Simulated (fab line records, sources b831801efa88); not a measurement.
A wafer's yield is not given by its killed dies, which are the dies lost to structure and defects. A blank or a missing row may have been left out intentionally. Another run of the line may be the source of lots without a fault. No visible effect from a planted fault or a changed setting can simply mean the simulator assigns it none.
A sampling plan put to the test ; flow sky130 ; one line in one fab, 48 faults in these records, each fault weighed on the records of the lots it struck
Plan = the line's own looks (route steps where a gauge or an inspection reads the wafer without altering it). Where struck wafers have a number at a look and the file lists that look's usual mean and standard deviation on fault-free wafers, the look can be judged. Caught: a look later than the fault's first step finds the struck wafers' mean 4 or more of those standard deviations (sigma) from the usual mean. On the tool: the fault's steps, tested the same way using the tool's own readings. Another recipe on the struck wafers, or a record that is blank for them alone, also counts as caught.

## THE FAULTS, as the simulator had put them in
1. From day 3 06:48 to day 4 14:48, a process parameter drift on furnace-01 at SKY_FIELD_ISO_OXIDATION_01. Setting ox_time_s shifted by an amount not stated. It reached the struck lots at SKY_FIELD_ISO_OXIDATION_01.
2. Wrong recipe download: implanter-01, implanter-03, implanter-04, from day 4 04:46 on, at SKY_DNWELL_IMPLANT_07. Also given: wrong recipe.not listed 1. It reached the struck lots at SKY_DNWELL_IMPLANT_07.
3. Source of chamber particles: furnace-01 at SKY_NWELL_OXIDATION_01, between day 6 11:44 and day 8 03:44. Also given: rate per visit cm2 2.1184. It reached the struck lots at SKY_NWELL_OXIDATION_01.
4. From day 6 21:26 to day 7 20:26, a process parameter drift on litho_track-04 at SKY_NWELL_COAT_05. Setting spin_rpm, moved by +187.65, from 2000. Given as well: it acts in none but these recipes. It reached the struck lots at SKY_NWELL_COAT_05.
5. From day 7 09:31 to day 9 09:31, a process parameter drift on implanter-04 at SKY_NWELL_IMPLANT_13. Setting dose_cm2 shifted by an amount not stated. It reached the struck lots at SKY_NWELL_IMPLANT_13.
6. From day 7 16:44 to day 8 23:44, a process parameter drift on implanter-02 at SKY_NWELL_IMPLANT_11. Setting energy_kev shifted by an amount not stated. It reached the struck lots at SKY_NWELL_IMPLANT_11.
7. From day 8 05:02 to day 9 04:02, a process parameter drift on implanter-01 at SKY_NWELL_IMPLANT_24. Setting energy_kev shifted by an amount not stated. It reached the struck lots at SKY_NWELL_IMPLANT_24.
8. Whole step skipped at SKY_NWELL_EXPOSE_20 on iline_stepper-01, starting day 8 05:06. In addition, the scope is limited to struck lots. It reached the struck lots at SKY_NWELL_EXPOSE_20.
9. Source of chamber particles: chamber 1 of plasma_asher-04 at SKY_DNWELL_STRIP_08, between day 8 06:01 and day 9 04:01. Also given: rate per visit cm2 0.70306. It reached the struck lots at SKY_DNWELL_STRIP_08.
10. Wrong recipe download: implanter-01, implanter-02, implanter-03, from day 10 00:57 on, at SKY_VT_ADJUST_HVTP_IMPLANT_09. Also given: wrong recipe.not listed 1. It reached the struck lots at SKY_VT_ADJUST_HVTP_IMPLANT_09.
11. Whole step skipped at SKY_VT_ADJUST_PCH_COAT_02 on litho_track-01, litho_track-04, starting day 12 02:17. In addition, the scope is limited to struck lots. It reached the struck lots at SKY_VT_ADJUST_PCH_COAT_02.
12. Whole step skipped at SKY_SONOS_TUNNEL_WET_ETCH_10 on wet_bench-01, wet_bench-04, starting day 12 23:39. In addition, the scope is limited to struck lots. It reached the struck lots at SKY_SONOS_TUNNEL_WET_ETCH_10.
13. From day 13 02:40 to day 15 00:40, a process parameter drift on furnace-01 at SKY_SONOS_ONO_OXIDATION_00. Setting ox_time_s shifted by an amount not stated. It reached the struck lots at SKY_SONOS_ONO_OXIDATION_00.
14. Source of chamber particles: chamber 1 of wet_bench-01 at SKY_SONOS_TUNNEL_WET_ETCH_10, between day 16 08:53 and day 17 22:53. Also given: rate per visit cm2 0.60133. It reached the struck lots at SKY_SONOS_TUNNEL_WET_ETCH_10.
15. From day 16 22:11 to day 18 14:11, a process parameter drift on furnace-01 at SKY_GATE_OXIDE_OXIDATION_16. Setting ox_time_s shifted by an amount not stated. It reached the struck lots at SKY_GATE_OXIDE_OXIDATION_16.
16. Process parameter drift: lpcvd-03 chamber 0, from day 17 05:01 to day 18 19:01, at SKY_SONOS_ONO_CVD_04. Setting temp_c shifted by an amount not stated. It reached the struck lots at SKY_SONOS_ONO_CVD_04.
17. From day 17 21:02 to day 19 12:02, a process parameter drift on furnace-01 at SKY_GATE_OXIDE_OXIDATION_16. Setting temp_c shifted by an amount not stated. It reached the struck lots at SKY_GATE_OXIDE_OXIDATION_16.
18. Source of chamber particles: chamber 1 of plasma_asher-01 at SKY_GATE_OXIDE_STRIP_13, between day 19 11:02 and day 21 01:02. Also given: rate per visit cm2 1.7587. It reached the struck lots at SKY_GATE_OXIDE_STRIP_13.
19. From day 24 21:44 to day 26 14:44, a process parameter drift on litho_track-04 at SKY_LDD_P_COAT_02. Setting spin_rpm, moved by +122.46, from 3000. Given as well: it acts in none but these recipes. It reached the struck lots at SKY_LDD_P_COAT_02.
20. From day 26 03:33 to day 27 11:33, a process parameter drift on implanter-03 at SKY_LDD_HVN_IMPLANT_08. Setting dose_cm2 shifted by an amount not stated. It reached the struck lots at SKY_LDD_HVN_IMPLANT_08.
21. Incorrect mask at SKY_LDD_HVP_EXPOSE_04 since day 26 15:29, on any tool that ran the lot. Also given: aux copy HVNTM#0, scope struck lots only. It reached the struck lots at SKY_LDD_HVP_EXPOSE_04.
22. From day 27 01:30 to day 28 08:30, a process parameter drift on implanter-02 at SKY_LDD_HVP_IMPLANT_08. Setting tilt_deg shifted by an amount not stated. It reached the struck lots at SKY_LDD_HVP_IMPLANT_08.
23. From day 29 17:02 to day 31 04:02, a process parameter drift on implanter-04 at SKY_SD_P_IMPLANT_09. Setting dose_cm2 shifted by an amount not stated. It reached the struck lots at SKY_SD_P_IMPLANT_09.
24. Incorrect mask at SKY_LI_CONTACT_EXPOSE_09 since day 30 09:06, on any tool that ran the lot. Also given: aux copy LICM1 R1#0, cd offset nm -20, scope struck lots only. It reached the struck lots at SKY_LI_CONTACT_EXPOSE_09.
25. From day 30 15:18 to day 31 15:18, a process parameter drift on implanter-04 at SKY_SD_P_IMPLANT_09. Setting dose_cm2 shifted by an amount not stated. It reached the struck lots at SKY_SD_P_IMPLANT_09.
26. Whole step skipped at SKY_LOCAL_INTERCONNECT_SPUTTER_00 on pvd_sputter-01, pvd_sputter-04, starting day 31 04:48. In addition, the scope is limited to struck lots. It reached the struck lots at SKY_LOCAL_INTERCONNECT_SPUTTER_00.
27. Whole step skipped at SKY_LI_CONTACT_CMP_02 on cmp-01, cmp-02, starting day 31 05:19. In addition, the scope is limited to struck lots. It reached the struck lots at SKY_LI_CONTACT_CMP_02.
28. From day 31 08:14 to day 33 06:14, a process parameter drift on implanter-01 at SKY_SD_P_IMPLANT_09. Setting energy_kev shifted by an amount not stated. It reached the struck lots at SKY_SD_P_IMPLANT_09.
29. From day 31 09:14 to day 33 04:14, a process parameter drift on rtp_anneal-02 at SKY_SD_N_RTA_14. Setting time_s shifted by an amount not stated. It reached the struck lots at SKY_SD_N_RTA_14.
30. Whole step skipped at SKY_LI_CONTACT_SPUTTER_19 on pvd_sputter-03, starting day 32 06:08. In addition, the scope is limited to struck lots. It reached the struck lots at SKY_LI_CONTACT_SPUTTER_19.
31. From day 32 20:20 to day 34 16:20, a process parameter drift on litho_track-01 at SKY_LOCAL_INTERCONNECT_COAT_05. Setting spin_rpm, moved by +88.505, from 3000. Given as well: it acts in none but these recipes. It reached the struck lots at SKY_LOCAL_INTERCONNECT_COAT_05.
32. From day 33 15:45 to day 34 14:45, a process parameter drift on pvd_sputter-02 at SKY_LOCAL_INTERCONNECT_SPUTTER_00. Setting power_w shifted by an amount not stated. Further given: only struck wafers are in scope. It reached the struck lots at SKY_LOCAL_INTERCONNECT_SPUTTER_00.
33. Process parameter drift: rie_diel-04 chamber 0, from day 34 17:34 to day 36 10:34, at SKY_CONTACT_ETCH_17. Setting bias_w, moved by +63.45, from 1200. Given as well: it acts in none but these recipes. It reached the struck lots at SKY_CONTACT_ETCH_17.
34. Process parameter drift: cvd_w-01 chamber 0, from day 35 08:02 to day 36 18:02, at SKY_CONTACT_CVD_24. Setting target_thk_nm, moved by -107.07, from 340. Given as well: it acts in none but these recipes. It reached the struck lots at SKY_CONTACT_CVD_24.
35. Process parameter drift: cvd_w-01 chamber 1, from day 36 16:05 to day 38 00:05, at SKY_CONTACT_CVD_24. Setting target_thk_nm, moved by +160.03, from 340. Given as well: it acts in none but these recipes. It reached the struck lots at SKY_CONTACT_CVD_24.
36. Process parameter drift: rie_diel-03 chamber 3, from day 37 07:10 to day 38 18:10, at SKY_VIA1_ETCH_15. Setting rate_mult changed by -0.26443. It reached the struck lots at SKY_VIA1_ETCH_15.
37. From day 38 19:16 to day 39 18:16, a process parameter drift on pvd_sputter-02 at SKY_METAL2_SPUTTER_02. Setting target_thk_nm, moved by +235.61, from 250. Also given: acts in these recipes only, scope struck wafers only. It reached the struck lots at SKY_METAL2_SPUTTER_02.
38. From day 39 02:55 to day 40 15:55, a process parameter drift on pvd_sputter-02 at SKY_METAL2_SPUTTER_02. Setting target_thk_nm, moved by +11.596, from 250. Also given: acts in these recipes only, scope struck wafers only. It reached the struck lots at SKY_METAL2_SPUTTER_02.
39. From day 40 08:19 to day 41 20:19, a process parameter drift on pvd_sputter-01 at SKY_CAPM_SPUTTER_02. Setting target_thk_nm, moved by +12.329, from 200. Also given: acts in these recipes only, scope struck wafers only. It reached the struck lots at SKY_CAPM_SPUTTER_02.
40. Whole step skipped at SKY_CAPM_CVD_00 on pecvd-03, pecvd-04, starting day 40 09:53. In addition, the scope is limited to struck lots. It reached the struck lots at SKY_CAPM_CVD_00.
41. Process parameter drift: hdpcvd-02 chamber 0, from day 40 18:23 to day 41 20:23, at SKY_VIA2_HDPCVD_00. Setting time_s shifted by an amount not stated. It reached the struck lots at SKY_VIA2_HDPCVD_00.
42. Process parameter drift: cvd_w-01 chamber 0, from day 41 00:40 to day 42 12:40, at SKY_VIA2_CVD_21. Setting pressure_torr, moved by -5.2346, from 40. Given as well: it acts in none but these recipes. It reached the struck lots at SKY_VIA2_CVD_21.
43. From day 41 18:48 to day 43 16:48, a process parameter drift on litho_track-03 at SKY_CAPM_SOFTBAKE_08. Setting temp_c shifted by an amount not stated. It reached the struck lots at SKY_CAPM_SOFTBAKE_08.
44. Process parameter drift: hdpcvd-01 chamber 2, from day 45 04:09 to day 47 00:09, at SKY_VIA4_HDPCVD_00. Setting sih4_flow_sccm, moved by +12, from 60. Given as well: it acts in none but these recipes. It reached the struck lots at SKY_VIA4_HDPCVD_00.
45. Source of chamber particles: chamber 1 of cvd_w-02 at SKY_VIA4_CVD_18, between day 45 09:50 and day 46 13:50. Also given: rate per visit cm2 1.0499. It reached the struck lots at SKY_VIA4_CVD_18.
46. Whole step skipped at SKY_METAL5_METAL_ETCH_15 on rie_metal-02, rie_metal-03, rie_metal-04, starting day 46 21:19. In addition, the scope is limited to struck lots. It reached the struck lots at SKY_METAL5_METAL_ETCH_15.
47. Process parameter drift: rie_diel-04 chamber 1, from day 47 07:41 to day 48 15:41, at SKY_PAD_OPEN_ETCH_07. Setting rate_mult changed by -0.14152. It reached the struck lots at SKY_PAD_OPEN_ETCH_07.
48. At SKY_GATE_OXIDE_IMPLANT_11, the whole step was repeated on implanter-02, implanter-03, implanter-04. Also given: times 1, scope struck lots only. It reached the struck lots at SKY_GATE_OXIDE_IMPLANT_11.

## WHAT THE PLAN SAW
fault;on the tool itself;first look that catches it;reading, sigma;median hours from its first step to that look;hours from the fault's start to the first struck lot there;judged looks passed uncaught
1;under 2 sigma;SKY_FIELD_ISO_THK_MEAS_02;FIELD_ISO_OXIDATION_00_THK -8.1;1.5;4;0
2;no reading that can be judged;SKY_DNWELL_TW_MEAS_09;DNWELL_TW +75;0.2;1;0
3;under 2 sigma;not the one look that can be judged after it;-;-;-;1
4;spin_speed_rpm +99 or beyond sigma;no look after it can be judged;-;-;-;0
5;dose_ions_cm2 -99 or beyond sigma;SKY_NWELL_RS_MEAS_29;NWELL_RS +5.2;21.1;27;0
6;beam_energy_keV +99 or beyond sigma;SKY_NWELL_RS_MEAS_29;NWELL_RS -13;21.4;25;0
7;beam_energy_keV -99 or beyond sigma;no look after it can be judged;-;-;-;0
8;no reading that can be judged;no look after it can be judged;-;-;-;0
9;only faintly: drypump_motor_current_A +2.0 sigma;not the one look that can be judged after it;-;-;-;1
10;no reading that can be judged;SKY_VT_ADJUST_HVTP_TW_MEAS_11;VT_ADJUST_HVTP_TW -34;0.2;3;0
11;the tool's record is blank for the struck wafers;SKY_SONOS_TUNNEL_TW_MEAS_12;SONOS_TUNNEL_TW +6.3;39.6;46;0
12;the tool's record is blank for the struck wafers;no look after it can be judged;-;-;-;0
13;under 2 sigma;SKY_SONOS_ONO_THK_MEAS_01;SONOS_ONO_OXIDATION_THK +5.3;1.4;8;0
14;under 2 sigma;not the one look that can be judged after it;-;-;-;1
15;under 2 sigma;no look after it can be judged;-;-;-;0
16;susceptor_temp_C +99 or beyond sigma;SKY_SONOS_ONO_THK_MEAS_05;SONOS_ONO_CVD_04_THK +34;1.2;13;0
17;tube_center_temp_C +99 or beyond sigma;no look after it can be judged;-;-;-;0
18;under 2 sigma;none of the 2 looks that can be judged after it;-;-;-;2
19;spin_speed_rpm +64 sigma;no look after it can be judged;-;-;-;0
20;dose_ions_cm2 -99 or beyond sigma;SKY_LDD_HVN_TW_MEAS_10;LDD_HVN_TW -11;0.2;6;0
21;no reading that can be judged;SKY_LDD_HVP_TW_MEAS_10;LDD_HVP_TW -99 or beyond;13.9;16;0
22;tilt_deg -99 or beyond sigma;SKY_LDD_HVP_TW_MEAS_10;LDD_HVP_TW -13;0.2;2;0
23;dose_ions_cm2 +99 or beyond sigma;SKY_SD_P_TW_MEAS_11;SD_P_TW +4.0;0.2;22;0
24;under 2 sigma;SKY_LI_CONTACT_CD_MEAS_12;cd_nm -12;13.3;14;0
25;dose_ions_cm2 -99 or beyond sigma;SKY_SD_N_RS_MEAS_17;SD_P_RS +9.7;55.2;55;1
26;the tool's record is blank for the struck wafers;no look after it can be judged;-;-;-;0
27;the tool's record is blank for the struck wafers;not the one look that can be judged after it;strongest: LI_CONTACT_BOW at SKY_LI_CONTACT_BOW_MEAS_03, +2.5;-;-;1
28;beam_energy_keV +99 or beyond sigma;SKY_SD_N_RS_MEAS_17;SD_P_RS -38;54.2;58;1
29;under 2 sigma;SKY_SD_N_RS_MEAS_16;SD_N_RS -99 or beyond;0.2;7;0
30;the tool's record is blank for the struck wafers;no look after it can be judged;-;-;-;0
31;spin_speed_rpm +49 sigma;none of the 2 looks that can be judged after it;-;-;-;2
32;cathode_dc_power_W -99 or beyond sigma;SKY_LOCAL_INTERCONNECT_RS_MEAS_01;LOCAL_INTERCONNECT_TIN_RS +4.0;0.1;11;0
33;bias_w +18 sigma;no look after it can be judged;-;-;-;0
34;under 2 sigma;SKY_CONTACT_RS_MEAS_25;CONTACT_W_RS +41;0.1;3;0
35;under 2 sigma;SKY_CONTACT_RS_MEAS_25;CONTACT_W_RS -29;0.1;3;0
36;oes_product_au -23 sigma;no look after it can be judged;-;-;-;0
37;under 2 sigma;SKY_METAL2_RS_MEAS_05;METAL2_ALCU_RS -51;0.1;3;0
38;under 2 sigma;SKY_METAL2_RS_MEAS_05;METAL2_ALCU_RS -5.2;0.1;9;0
39;under 2 sigma;SKY_CAPM_RS_MEAS_03;CAPM_TIN_RS -4.1;0.1;15;0
40;the tool's record is blank for the struck wafers;no look after it can be judged;-;-;-;0
41;run_length_s +84 sigma;SKY_VIA2_THK_MEAS_01;VIA2_HDPCVD_THK +19;0.1;5;0
42;chamber_pressure_Torr -56 sigma;SKY_VIA2_RS_MEAS_22;VIA2_W_RS +8.0;0.1;5;0
43;heater_power_total_W -48 sigma;not the one look that can be judged after it;-;-;-;1
44;sih4_flow_sccm +65 sigma;SKY_VIA4_THK_MEAS_01;VIA4_HDPCVD_THK +16;0.2;16;0
45;under 2 sigma;no look after it can be judged;-;-;-;0
46;the tool's record is blank for the struck wafers;no look after it can be judged;-;-;-;0
47;oes_product_au -6.0 sigma;no look after it can be judged;-;-;-;0
48;no reading that can be judged;SKY_GATE_OXIDE_TW_MEAS_14;GATE_OXIDE_TW +20;0.8;-;0
A dash: this means the fault isn't caught or the number doesn't appear in these records.

Caught at a look: 26 of 48. Caught on the tool: 28 of 48. By one or the other: 41 of 48.
Faults 4, 7, 12, 17, 19, 26, 27, 30, 31, 33, 36, 40, 43, 46, 47 were caught on the tool alone.
Caught at a look alone: faults 1, 2, 10, 13, 21, 24, 29, 34, 35, 37, 38, 39, 48.
Caught by neither: faults 3, 8, 9, 14, 15, 18, 45.

## THINNER SAMPLING
In the worst case, this is how late the first struck lot would be measured if the look that catches a fault measured only every second or every third lot, by lot number:
fault;struck lots at that look, in order of time;every lot;every second lot;every third lot
1;L966, L968;4 h;may miss all 2;may miss all 2
2;L215, L216, L217, L218;1 h;6 h;10 h
5;L109, L111, L113;27 h;may miss all 3;49 h
6;L559, L561;25 h;may miss all 2;may miss all 2
10;L624, L625, L626, L627;3 h;8 h;17 h
11;L375, L376;46 h;50 h;may miss all 2
13;L408, L410;8 h;may miss all 2;may miss all 2
16;L254;13 h;may miss it;may miss it
20;L238, L240;6 h;may miss all 2;may miss all 2
21;L465;16 h;may miss it;may miss it
22;L902, L905;2 h;22 h;may miss all 2
23;L955, L956;22 h;23 h;may miss all 2
24;L428;14 h;may miss it;may miss it
25;L867, L868;55 h;58 h;may miss all 2
28;L145, L146, L147;58 h;69 h;82 h
29;L985, L987;7 h;may miss all 2;may miss all 2
32;L263, L264, L266;11 h;13 h;may miss all 3
34;L135, L138;3 h;30 h;may miss all 2
35;L808, L809, L810;3 h;8 h;13 h
37;L691, L693, L694;3 h;17 h;may miss all 3
38;L192, L193;9 h;18 h;may miss all 2
39;L929;15 h;may miss it;may miss it
41;L769, L770;5 h;19 h;may miss all 2
42;L251, L253;5 h;may miss all 2;may miss all 2
44;L878;16 h;may miss it;may miss it
The hour figures run from when the fault began to the first measured lot among those it struck. Since the struck wafers were tested as one group against 4 sigma, a single lot by itself may lie under the limit. Other struck lots may not be in these records.

## THE LONGEST TIMED WAY FROM STEP TO LOOK
Fault 25: median gap of 55.2 hours between SKY_SD_P_IMPLANT_09 and SKY_SD_N_RS_MEAS_17. The look between them that can be judged stayed within 4 sigma: SKY_SD_P_TW_MEAS_11.
